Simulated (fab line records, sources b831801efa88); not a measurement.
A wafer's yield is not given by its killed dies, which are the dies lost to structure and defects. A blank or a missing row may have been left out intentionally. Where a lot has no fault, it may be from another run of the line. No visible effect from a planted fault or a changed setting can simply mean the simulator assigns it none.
Which tool did it? ; flow gf180mcu ; Sampling: 6 lots, 18 wafers, 4 of 602 route steps

WHAT EACH GAUGE READ, for each wafer
GF_DNWELL_TW_MEAS_09.
lot;measured;on;DNWELL_TW
L233;day 3 03:16;film-metro-04;1337 1336 1333
L236;day 3 21:23;film-metro-04;1338 1335 1343
L239;day 4 07:34;film-metro-04;1337 1333 1338
L244;day 5 11:47;film-metro-01;1697 1704 1694
L250;day 6 17:56;film-metro-02;1674 1684 1691
L252;day 7 04:35;film-metro-02;1341 1338 1341

WHICH TOOL RAN EACH LOT (tool, then ch and the chambers of the sampled wafers, then the start)
lot;GF_STI_ETCH_13;GF_STI_ETCH_14;GF_DNWELL_IMPLANT_07
L233;rie-diel-04 ch 1,2, day 2 08:44;rie-si-01 ch 1,2,3, day 2 08:49;implanter-01 ch 0, day 3 03:04
L236;rie-diel-03 ch 0,1, day 3 00:03;rie-si-01 ch 0,2, day 3 00:08;implanter-01 ch 0, day 3 21:08
L239;rie-diel-03 ch 1,2,3, day 3 14:00;rie-si-02 ch 0,2,3, day 3 14:05;implanter-03 ch 0, day 4 07:20
L244;rie-diel-02 ch 1,2,3, day 4 15:39;rie-si-01 ch 2,3, day 4 15:44;implanter-03 ch 0, day 5 11:11
L250;rie-diel-04 ch 0,2,3, day 5 21:52;rie-si-01 ch 1,2,3, day 5 21:57;implanter-01 ch 0, day 6 17:18
L252;rie-diel-02 ch 0,1,2, day 6 08:25;rie-si-01 ch 0,1,2, day 6 08:30;implanter-01 ch 0, day 7 04:22
- GF_STI_ETCH_13: etches the open film in CHF3/O2, stops on Si, target depth 282.31 nm, time 112.9 s.
- GF_STI_ETCH_14: etches Si in HBr/Cl2/O2, target depth 360 nm, time 102.9 s.
- GF_DNWELL_IMPLANT_07

THE ANSWER, worked out from the rows above alone
Rule: usual is defined by the lots themselves. The widest of any qualifying gaps counts: lots, ordered by their means at a reading, are off when they make up no more than a third of the lots, leave a main group of 4 or more, and stand apart from it by 3 or more times the standard deviation of that group's means. A main group whose means are all the same, to the digits that the tables above print for the reading, isn't used. A lot without any number at a reading at which 4 lots or more have one is off too. The other lots that the step has rows for count as sound.
Off: L244, L250, at GF_DNWELL_TW_MEAS_09 (DNWELL_TW). Mean 1338 and standard deviation 1.9 in the main group.
If a tool, at a process step before that reading, ran all the lots that are off and no sound lot after the first of them, it fits. Those tools and the gauges at GF_DNWELL_TW_MEAS_09 are tried in the same way. Not one of the candidates tried fits.

WHAT HAD BEEN PUT IN BY THE SIMULATOR
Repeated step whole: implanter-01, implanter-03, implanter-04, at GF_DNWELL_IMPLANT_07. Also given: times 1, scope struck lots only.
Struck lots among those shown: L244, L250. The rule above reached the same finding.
